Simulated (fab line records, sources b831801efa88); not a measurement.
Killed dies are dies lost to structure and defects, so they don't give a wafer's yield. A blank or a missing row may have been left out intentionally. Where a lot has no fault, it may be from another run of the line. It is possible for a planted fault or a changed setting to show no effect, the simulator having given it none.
fab line records -- flow sky130
record: lots: 6, wafers: 16, last-day: 50
route steps=708 shown FIELD_ISO@30 NWELL@32 DNWELL@35 PWDE@45 PAD_OPEN@708
lots with no fault: from the same line, run without faults
start-h: the number of hours between the record's first day and the start of the first shown wafer of the lot -- wait-h: hours elapsed since this lot's preceding step -- " as in the row above -- L1.1+2: a single row standing in for several wafers -- - no value, or no start given -- * or withheld: withheld -- < > ~ a bound
route shown NAME@n: names a module that has steps shown in the file, with the first one's number in the route -- usual: mean/standard deviation taken from wafers without a fault -- same: alike in all rows -- chamber/n: place in a boat -- sites: each site's reading -- _std_site: their standard deviation -- _edge_site: outer sites' mean less inner sites' -- radius-mm: how far each site lies from the wafer's centre -- mask NAME#n: copy n -- behind: the tool/chamber that last shaped the wafer -- hold: what put the lot on hold/how long, in hours/how the hold closed -- device: the n, p or np transistor that did not switch -- end of line: the tests these same wafers got at the end of their route -- for a step that has no rows: nothing shown but its recipe -- killed: dies that structure and defects cost at the first sort, which is not the same as the wafer's yield -- map: the dies of a wafer, with x for killed, . for not killed, _ for no die there
set.NAME: the setting the step ran with; set.NAME@STEP: the setting that earlier step ran with -- model.NAME: the simulator's own value behind a step, which no gauge read
certain route steps with their lots: each step a table, each wafer a row
services: when a tool's chamber went out of use (start-h, in hours from the record's first day, below 0 if earlier), for how many hours, and the reason
== steps ==
step: SKY_FIELD_ISO_WET_ETCH_29
recipe: chemistry: H3PO4, target-depth-nm: 160, target: Si3N4, temp-c: 160, time-s: 1825
step: SKY_FIELD_ISO_WET_ETCH_30
recipe: chemistry: dHF, target-depth-nm: 25, target: SiO2, dilution: 10:1, temp-c: 25, time-s: 50
step: SKY_NWELL_CLEAN_00
recipe: chemistry: SC1/SC2, mix: 1:4:20, temp-c: 70, time-s: 150, dry: n2-spin
step: SKY_NWELL_OXIDATION_01
recipe: temp-c: 900, ambient: O2, stabilise-s: 600, purge-s: 300, target-thk-a: 100, ox-time-s: 1418
step: SKY_NWELL_THK_MEAS_02
recipe: reads: SiO2_of_NWELL_OXIDATION_01
usual: NWELL_OXIDATION_THK: 10.03/0.15
lot.wafer,tool,chamber,start-h,wait-h,NWELL_OXIDATION_THK[nm]
L858.3,film-metro-04,-,53.27,0.0,10.13
L858.5,film-metro-04,-,53.27,0.0,10.10
L858.6,film-metro-04,-,53.27,0.0,10.19
L860.3,film-metro-01,-,61.29,0.0,9.82
L860.4,film-metro-01,-,61.29,0.0,9.71
L860.5,film-metro-01,-,61.29,0.0,9.95
L867.5,film-metro-04,-,97.34,0.0,9.97
L867.6,film-metro-04,-,97.34,0.0,10.21
L873.5,film-metro-04,-,133.54,0.0,10.13
L873.6,film-metro-04,-,133.54,0.0,10.24
L876.2,film-metro-04,-,143.80,0.0,10.11
L876.3,film-metro-04,-,143.80,0.0,9.96
L876.6,film-metro-04,-,143.80,0.0,10.00
L877.1,film-metro-03,-,151.29,0.0,10.05
L877.3,film-metro-03,-,151.29,0.0,10.07
L877.6,film-metro-03,-,151.29,0.0,9.85
step: SKY_DNWELL_DEHYDRATE_00
recipe: temp-c: 200, time-s: 60
step: SKY_DNWELL_HMDS_01
recipe: prime-time-s: 60, prime-temp-c: 120
step: SKY_DNWELL_COAT_02
recipe: spin-rpm: 2000, resist-thk-nm: 3000
step: SKY_DNWELL_SOFTBAKE_03
recipe: temp-c: 110, time-s: withheld
step: SKY_DNWELL_EXPOSE_04
recipe: mask-id: DNM, na: 0.57, target-cd-nm: 3000, dose-mj: 222
step: SKY_DNWELL_PEB_05
recipe: temp-c: 115, time-s: withheld
step: SKY_DNWELL_DEVELOP_06
recipe: wall-angle-deg: 90, developer: TMAH, develop-time-s: 60, dev-temp-c: 23
step: SKY_DNWELL_IMPLANT_07
recipe: species: P, energy-kev: withheld, dose-cm2: withheld, tilt-deg: withheld
lot.wafer,tool,chamber,start-h,wait-h
L858.3+5+6,implanter-03,0,69.31,-
L860.3+4+5,implanter-04,0,78.61,-
L867.5+6,implanter-04,0,115.91,-
L873.5+6,implanter-04,0,153.11,-
L876.2+3+6,implanter-02,0,163.89,-
L877.1+3+6,implanter-03,0,170.49,-
step: SKY_DNWELL_STRIP_08
recipe: chemistry: O2/N2, power-w: 1400, pressure-mtorr: 1500, platen-temp-c: withheld, o2-flow-sccm: 3000, n2-flow-sccm: 300, overash-fraction: 0.5
usual: drypump-motor-current-A: 5.8/0.59, oes-product-au: 0.722/0.005, strip-time-to-endpoint-s: 36.87/0.1
lot.wafer,tool,chamber,start-h,wait-h,drypump-motor-current-A,oes-product-au,rf-hours-counter-h,strip-time-to-endpoint-s
L858.3,plasma-asher-04,1,69.44,0.1,6.5,0.723,-,37.01
L858.5,plasma-asher-04,0,69.44,0.1,5.2,0.719,-,36.97
L858.6,plasma-asher-04,1,69.44,0.1,6.5,0.723,-,37.08
L860.3,plasma-asher-01,0,78.74,0.1,5.3,0.720,-,36.86
L860.4,plasma-asher-01,1,78.74,0.1,5.6,0.720,-,36.89
L860.5,plasma-asher-01,1,78.74,0.1,5.6,0.730,-,36.93
L867.5,plasma-asher-04,0,116.02,0.1,5.3,0.724,-,36.98
L867.6,plasma-asher-04,1,116.02,0.1,6.5,0.723,-,37.03
L873.5,plasma-asher-04,1,153.22,0.1,6.4,0.729,-,36.96
L873.6,plasma-asher-04,0,153.22,0.1,5.2,0.728,-,36.85
L876.2,plasma-asher-01,1,164.01,0.1,5.6,0.717,4,36.77
L876.3,plasma-asher-01,1,164.01,0.1,5.6,0.724,-,36.77
L876.6,plasma-asher-01,1,164.01,0.1,5.6,0.726,-,36.71
L877.1,plasma-asher-01,1,170.64,0.1,5.6,0.720,5,36.65
L877.3,plasma-asher-01,1,170.64,0.1,5.6,0.732,-,36.70
L877.6,plasma-asher-01,0,170.64,0.1,5.3,0.717,-,36.71
step: SKY_DNWELL_TW_MEAS_09
usual: DNWELL_TW: 1098/10
lot.wafer,tool,chamber,start-h,wait-h,DNWELL_TW
L858.3,film-metro-04,-,69.53,0.1,1105
L858.5,film-metro-04,-,69.53,0.1,1113
L858.6,film-metro-04,-,69.53,0.1,1106
L860.3,film-metro-01,-,78.83,0.1,1083
L860.4,film-metro-01,-,78.83,0.1,1080
L860.5,film-metro-01,-,78.83,0.1,1084
L867.5,film-metro-04,-,116.10,0.0,1164
L867.6,film-metro-04,-,116.10,0.0,1112
L873.5,film-metro-04,-,153.30,0.0,1160
L873.6,film-metro-04,-,153.30,0.0,1110
L876.2,film-metro-04,-,164.12,0.1,1109
L876.3,film-metro-04,-,164.12,0.1,1103
L876.6,film-metro-04,-,164.12,0.1,1106
L877.1,film-metro-01,-,170.74,0.1,1084
L877.3,film-metro-01,-,170.74,0.1,1090
L877.6,film-metro-01,-,170.74,0.1,1089
step: SKY_PWDE_DEHYDRATE_00
recipe: temp-c: 200, time-s: 60
step: SKY_PAD_OPEN_PROBE_99
usual: killed_at_M0_to_M3: 42/7.3, killed_at_M4_up: 3.4/2, killed-at-contacts: 24/5.8, killed-at-front-end: 15/4.6, killed-at-other: 0.3/0.62, killed-dies: 84/9.8, killed-open: 47/6.9, killed-short: 38/6.3
same: gross-dies: 492, killed-at-back-side: 0
lot.wafer,tool,chamber,start-h,wait-h,killed_at_M0_to_M3,killed_at_M4_up,killed-at-contacts,killed-at-front-end,killed-at-other,killed-dies,killed-open,killed-short,model.etest.res-deep-nwell.rs-ohm-sq,model.etest.res-deep-nwell.line-ohm-um
L858.3,prober-01,-,1102.36,0.2,37,4,17,17,0,75,34,41,2174,722.3
L858.5,prober-01,-,1102.46,0.2,34,3,17,19,0,73,39,34,2176,727
L858.6,prober-01,-,1102.51,0.2,46,3,19,21,0,89,51,38,2165,717.4
L860.3,prober-02,-,1166.80,0.2,34,4,27,15,0,80,40,40,2178,732.4
L860.4,prober-02,-,1166.85,0.2,45,6,28,15,0,94,49,45,2174,728.1
L860.5,prober-02,-,1166.90,0.2,37,9,29,22,1,98,53,45,2172,727.8
L867.5,prober-01,-,1170.57,0.2,38,3,30,21,1,93,50,43,1933,642.8
L867.6,prober-01,-,1170.62,0.2,51,3,21,22,1,98,56,42,2164,729.6
L873.5,prober-01,-,1177.27,0.2,40,5,19,16,0,80,46,34,1932,643.7
L873.6,prober-01,-,1177.32,0.2,41,2,27,21,0,91,50,41,2187,735.4
L876.2,prober-02,-,1183.28,0.1,38,7,24,13,0,82,42,40,2193,728.3
L876.3,prober-02,-,1183.33,0.2,51,6,10,14,0,81,33,48,2191,734.4
L876.6,prober-02,-,1183.48,0.2,46,1,16,13,0,76,47,29,2192,734.6
L877.1,prober-01,-,1189.01,0.1,41,5,22,15,1,84,46,38,2215,744.6
L877.3,prober-01,-,1189.11,0.2,50,1,21,14,0,86,57,29,2199,733.2
L877.6,prober-01,-,1189.26,0.2,51,2,19,11,0,83,47,36,2203,739.1
killed by level:class
L858.3 METAL1:geometric-particle:short=9 VIA1:geometric-particle:open=8 POLY_GATE:geometric-particle:short=6 CONTACT:geometric-particle:open=6 METAL2:geometric-particle:short=6 LI_CONTACT:geometric-particle:open=5 POLY_CUT:geometric-particle:short=4 POLY_GATE:geometric-particle:open=3
L858.5 CONTACT:geometric-particle:open=7 POLY_GATE:geometric-particle:short=6 METAL1:geometric-particle:short=5 FIELD_ISO:geometric-particle:open=4 VIA2:geometric-particle:open=4 VIA1:geometric-particle:open=4 METAL3:geometric-particle:short=4 POLY_GATE:geometric-particle:open=3
L858.6 VIA1:geometric-particle:open=13 CONTACT:geometric-particle:open=7 METAL1:geometric-particle:short=7 POLY_GATE:geometric-particle:short=6 VIA3:geometric-particle:open=6 METAL2:geometric-particle:short=5 POLY_GATE:geometric-particle:open=5 VIA2:geometric-particle:open=5
L860.3 VIA3:geometric-particle:open=7 LI_CONTACT:geometric-particle:open=6 VIA2:geometric-particle:open=6 LOCAL_INTERCONNECT:geometric-particle:short=6 POLY_GATE:geometric-particle:short=5 CONTACT:geometric-particle:short=5 CONTACT:geometric-particle:open=5 METAL1:geometric-particle:short=5
L860.4 LI_CONTACT:geometric-particle:open=11 METAL1:geometric-particle:short=9 CONTACT:geometric-particle:open=8 VIA2:geometric-particle:open=7 VIA3:geometric-particle:open=7 VIA1:geometric-particle:open=5 FIELD_ISO:geometric-particle:short=4 POLY_GATE:geometric-particle:short=4
L860.5 VIA1:geometric-particle:open=11 CONTACT:geometric-particle:short=8 POLY_GATE:geometric-particle:open=7 LI_CONTACT:geometric-particle:open=7 POLY_GATE:geometric-particle:short=6 CONTACT:geometric-particle:open=6 VIA2:geometric-particle:short=6 FIELD_ISO:geometric-particle:short=5
L867.5 POLY_GATE:geometric-particle:short=8 VIA1:geometric-particle:open=8 POLY_GATE:geometric-particle:open=7 LI_CONTACT:geometric-particle:open=7 CONTACT:geometric-particle:short=7 CONTACT:geometric-particle:open=6 VIA1:geometric-particle:short=5 VIA2:geometric-particle:short=5
L867.6 VIA1:geometric-particle:open=12 VIA3:geometric-particle:open=11 POLY_GATE:geometric-particle:short=10 CONTACT:geometric-particle:open=8 METAL2:geometric-particle:short=7 VIA1:geometric-particle:short=5 FIELD_ISO:geometric-particle:open=4 LI_CONTACT:geometric-particle:open=4
L873.5 CONTACT:geometric-particle:open=11 VIA1:geometric-particle:open=11 FIELD_ISO:geometric-particle:short=5 METAL1:geometric-particle:short=5 VIA2:geometric-particle:open=5 CONTACT:geometric-particle:short=4 METAL4:geometric-particle:short=4 POLY_GATE:geometric-particle:open=3
L873.6 VIA1:geometric-particle:open=13 CONTACT:geometric-particle:open=8 CONTACT:geometric-particle:short=7 FIELD_ISO:geometric-particle:short=6 METAL3:geometric-particle:short=6 LOCAL_INTERCONNECT:geometric-particle:short=5 VIA3:geometric-particle:open=5 VIA1:geometric-particle:short=5
L876.2 METAL2:geometric-particle:short=9 VIA2:geometric-particle:open=7 CONTACT:geometric-particle:open=6 CONTACT:geometric-particle:short=6 LI_CONTACT:geometric-particle:open=5 METAL1:geometric-particle:short=5 VIA1:geometric-particle:open=5 VIA3:geometric-particle:open=5
L876.3 VIA1:geometric-particle:open=10 METAL2:geometric-particle:short=9 METAL1:geometric-particle:short=7 VIA1:geometric-particle:short=5 VIA3:geometric-particle:open=5 POLY_GATE:geometric-particle:short=4 CONTACT:geometric-particle:open=4 VIA3:geometric-particle:short=4
L876.6 VIA1:geometric-particle:open=9 VIA2:geometric-particle:open=9 CONTACT:geometric-particle:open=7 VIA3:geometric-particle:open=7 POLY_GATE:geometric-particle:short=5 METAL2:geometric-particle:short=5 METAL1:geometric-particle:short=4 POLY_GATE:geometric-particle:open=3
L877.1 CONTACT:geometric-particle:open=10 VIA1:geometric-particle:open=8 VIA2:geometric-particle:open=6 METAL3:geometric-particle:short=5 CONTACT:geometric-particle:short=5 METAL1:geometric-particle:short=5 VIA3:geometric-particle:open=5 FIELD_ISO:geometric-particle:short=4
L877.3 VIA2:geometric-particle:open=16 CONTACT:geometric-particle:open=10 VIA1:geometric-particle:short=9 VIA1:geometric-particle:open=9 FIELD_ISO:geometric-particle:open=5 LI_CONTACT:geometric-particle:open=5 VIA3:geometric-particle:open=5 CONTACT:geometric-particle:short=3
L877.6 VIA1:geometric-particle:open=14 VIA3:geometric-particle:open=9 LI_CONTACT:geometric-particle:open=7 VIA2:geometric-particle:open=7 CONTACT:geometric-particle:short=6 VIA1:geometric-particle:short=5 FIELD_ISO:geometric-particle:open=4 LOCAL_INTERCONNECT:geometric-particle:short=4
== services ==
tool,chamber,start-h,hours,kind
implanter-04,-,64.37,9.5,repair
implanter-03,-,72.69,17.1,repair
implanter-02,-,75.11,4.8,repair
plasma-asher-01,-,108.75,9.0,pm
plasma-asher-01,0,108.75,9.0,vent-cycle
plasma-asher-01,1,108.75,9.0,vent-cycle
implanter-03,-,115.22,3.0,pm
plasma-asher-01,0,117.75,-,clean
plasma-asher-01,1,117.75,-,clean
implanter-04,-,119.51,1.2,repair
plasma-asher-01,-,127.27,1.2,repair
implanter-03,-,145.10,24.1,pm
== key ==
first-sign: step: SKY_DNWELL_TW_MEAS_09, reading: DNWELL_TW, direction: up, sigmas: 6.2, usual: 1098, struck: 1162
effect none on later readings
model-effect: step: SKY_PAD_OPEN_PROBE_99, value: etest.res-deep-nwell.rs-ohm-sq, without: 2190, struck: 1932
met-at SKY_DNWELL_IMPLANT_07
struck-wafers L867.5,L873.5
tester-left-out L867,L873
onset-between 78.61 115.91
fault: kind: process-parameter-drift, tool: implanter-04, chamber: -, onset-h: 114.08, steps: SKY_DNWELL_IMPLANT_07, channel: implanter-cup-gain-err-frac, offset: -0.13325, shape: step, end-h: 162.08, scope: struck-wafers-only
tester-left-out: of these lots the tester's yield and bins aren't shown, on N5 and GAA mostly nor the transistor test; their killed dies are dies lost to structure and defects alone, not to doping, threshold or leakage, so they don't give the yield
